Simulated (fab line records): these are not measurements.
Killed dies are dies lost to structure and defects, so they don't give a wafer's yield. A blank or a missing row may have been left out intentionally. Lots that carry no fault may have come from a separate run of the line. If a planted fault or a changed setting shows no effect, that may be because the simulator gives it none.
Which tool did it? / flow gf180mcu / 39 wafers from 13 lots sampled at 3 of the route's 602 steps

WHAT EACH GAUGE READ, for each wafer
GF_POLY_GATE_CD_MEAS_10: target cd 280 nm.
lot=L771; measured=day 9 07:13; on=cd_sem-02; cd_nm (nm)=278.4 279.0 279.5
lot=L772; measured=day 9 15:01; on=cd_sem-02; cd_nm (nm)=282.0 280.5 282.2
lot=L774; measured=day 10 02:31; on=cd_sem-01; cd_nm (nm)=280.4 278.7 279.2
lot=L780; measured=day 11 19:03; on=cd_sem-02; cd_nm (nm)=266.8 266.1 267.1
lot=L784; measured=day 13 01:45; on=cd_sem-01; cd_nm (nm)=281.4 281.5 282.3
lot=L786; measured=day 13 17:12; on=cd_sem-02; cd_nm (nm)=281.2 279.8 280.1
lot=L787; measured=day 14 01:28; on=cd_sem-02; cd_nm (nm)=280.6 281.4 281.5
lot=L788; measured=day 14 05:35; on=cd_sem-01; cd_nm (nm)=279.8 280.3 280.5
lot=L789; measured=day 14 13:00; on=cd_sem-02; cd_nm (nm)=279.1 279.2 278.3
lot=L791; measured=day 15 08:22; on=cd_sem-01; cd_nm (nm)=278.8 280.2 278.7
lot=L792; measured=day 15 10:56; on=cd_sem-02; cd_nm (nm)=280.2 281.3 280.2
lot=L793; measured=day 15 16:33; on=cd_sem-02; cd_nm (nm)=283.8 283.3 282.8
lot=L794; measured=day 16 02:25; on=cd_sem-02; cd_nm (nm)=280.8 281.8 280.4

GF_CONTACT_BOW_MEAS_05.
lot=L771; measured=day 15 06:17; on=film_metro-04; CONTACT_BOW (um)=62 66 72
lot=L772; measured=day 15 17:04; on=film_metro-04; CONTACT_BOW (um)=63 53 52
lot=L774; measured=day 16 07:28; on=film_metro-03; CONTACT_BOW (um)=61 59 63
lot=L780; measured=day 18 09:28; on=film_metro-03; CONTACT_BOW (um)=60 73 61
lot=L784; measured=day 20 00:07; on=film_metro-03; CONTACT_BOW (um)=69 72 64
lot=L786; measured=day 20 20:01; on=film_metro-04; CONTACT_BOW (um)=69 53 65
lot=L787; measured=day 21 06:13; on=film_metro-04; CONTACT_BOW (um)=64 70 59
lot=L788; measured=day 21 08:07; on=film_metro-01; CONTACT_BOW (um)=56 57 56
lot=L789; measured=day 21 16:16; on=film_metro-03; CONTACT_BOW (um)=63 66 70
lot=L791; measured=day 22 13:04; on=film_metro-01; CONTACT_BOW (um)=65 61 80
lot=L792; measured=day 22 17:41; on=film_metro-01; CONTACT_BOW (um)=64 63 71
lot=L793; measured=day 22 21:18; on=film_metro-03; CONTACT_BOW (um)=52 71 63
lot=L794; measured=day 23 08:11; on=film_metro-01; CONTACT_BOW (um)=68 58 64

WHICH TOOL RAN EACH LOT (tool, then ch and the chambers of the sampled wafers, then the start)
lot=L771; GF_POLY_GATE_EXPOSE_07=krf_scanner-02 ch 0, day 8 22:43
lot=L772; GF_POLY_GATE_EXPOSE_07=krf_scanner-01 ch 0, day 9 06:38
lot=L774; GF_POLY_GATE_EXPOSE_07=krf_scanner-01 ch 0, day 9 17:43
lot=L780; GF_POLY_GATE_EXPOSE_07=krf_scanner-02 ch 0, day 11 09:50
lot=L784; GF_POLY_GATE_EXPOSE_07=krf_scanner-01 ch 0, day 12 16:08
lot=L786; GF_POLY_GATE_EXPOSE_07=krf_scanner-02 ch 0, day 13 07:02
lot=L787; GF_POLY_GATE_EXPOSE_07=krf_scanner-01 ch 0, day 13 14:56
lot=L788; GF_POLY_GATE_EXPOSE_07=krf_scanner-02 ch 0, day 13 19:10
lot=L789; GF_POLY_GATE_EXPOSE_07=krf_scanner-02 ch 0, day 14 03:03
lot=L791; GF_POLY_GATE_EXPOSE_07=krf_scanner-02 ch 0, day 14 22:02
lot=L792; GF_POLY_GATE_EXPOSE_07=krf_scanner-02 ch 0, day 14 23:55
lot=L793; GF_POLY_GATE_EXPOSE_07=krf_scanner-02 ch 0, day 15 05:24
lot=L794; GF_POLY_GATE_EXPOSE_07=krf_scanner-01 ch 0, day 15 15:36
- GF_POLY_GATE_EXPOSE_07: exposes mask Poly2, target cd 280 nm.

AS READ BY THE TOOLS THEMSELVES (means over the sampled wafers that have a number; for cases with no such wafer, the mark the record gives instead)
GF_POLY_GATE_EXPOSE_07.
lot=L771; tool=krf_scanner-02; stage_vel_mm_s (mm/s)=500.35
lot=L772; tool=krf_scanner-01; stage_vel_mm_s (mm/s)=499.97
lot=L774; tool=krf_scanner-01; stage_vel_mm_s (mm/s)=499.79
lot=L780; tool=krf_scanner-02; stage_vel_mm_s (mm/s)=500.27
lot=L784; tool=krf_scanner-01; stage_vel_mm_s (mm/s)=500.12
lot=L786; tool=krf_scanner-02; stage_vel_mm_s (mm/s)=500.35
lot=L787; tool=krf_scanner-01; stage_vel_mm_s (mm/s)=499.82
lot=L788; tool=krf_scanner-02; stage_vel_mm_s (mm/s)=500.02
lot=L789; tool=krf_scanner-02; stage_vel_mm_s (mm/s)=499.92
lot=L791; tool=krf_scanner-02; stage_vel_mm_s (mm/s)=500.31
lot=L792; tool=krf_scanner-02; stage_vel_mm_s (mm/s)=499.79
lot=L793; tool=krf_scanner-02; stage_vel_mm_s (mm/s)=500.31
lot=L794; tool=krf_scanner-01; stage_vel_mm_s (mm/s)=500.05

THE ANSWER, worked out from the rows above alone
Rule: usual is defined by the lots themselves. Put in order of their means at a reading, lots are off if they are a third of the lots or fewer, leave a main group of 4 or more, and stand apart from it by a gap of 3 or more times the standard deviation of the main group's means; of several such gaps the widest counts. A main group is skipped when, at the precision printed for the reading in the tables above, its means are all equal. Also off: a lot with no number at a reading for which 4 or more lots have one. Any other lot the step has rows for is counted as sound. After the gauges, taken in route order, come the tools' own readings; for these a lot's mean is taken, as printed above. The first step at which some lot is off is used, and at that step the reading that is off furthest; a lot without a number counts as furthest.
Off at GF_POLY_GATE_CD_MEAS_10 (cd_nm): L780. The main group has a mean of 280.5 nm with a standard deviation of 1.3.
If a tool, at a process step before that reading, ran all the lots that are off and no sound lot after the first of them, it fits. Gauges at GF_POLY_GATE_CD_MEAS_10: tried the same way as those tools. Of those tried, none fits.

WHAT THE SIMULATOR PUT IN
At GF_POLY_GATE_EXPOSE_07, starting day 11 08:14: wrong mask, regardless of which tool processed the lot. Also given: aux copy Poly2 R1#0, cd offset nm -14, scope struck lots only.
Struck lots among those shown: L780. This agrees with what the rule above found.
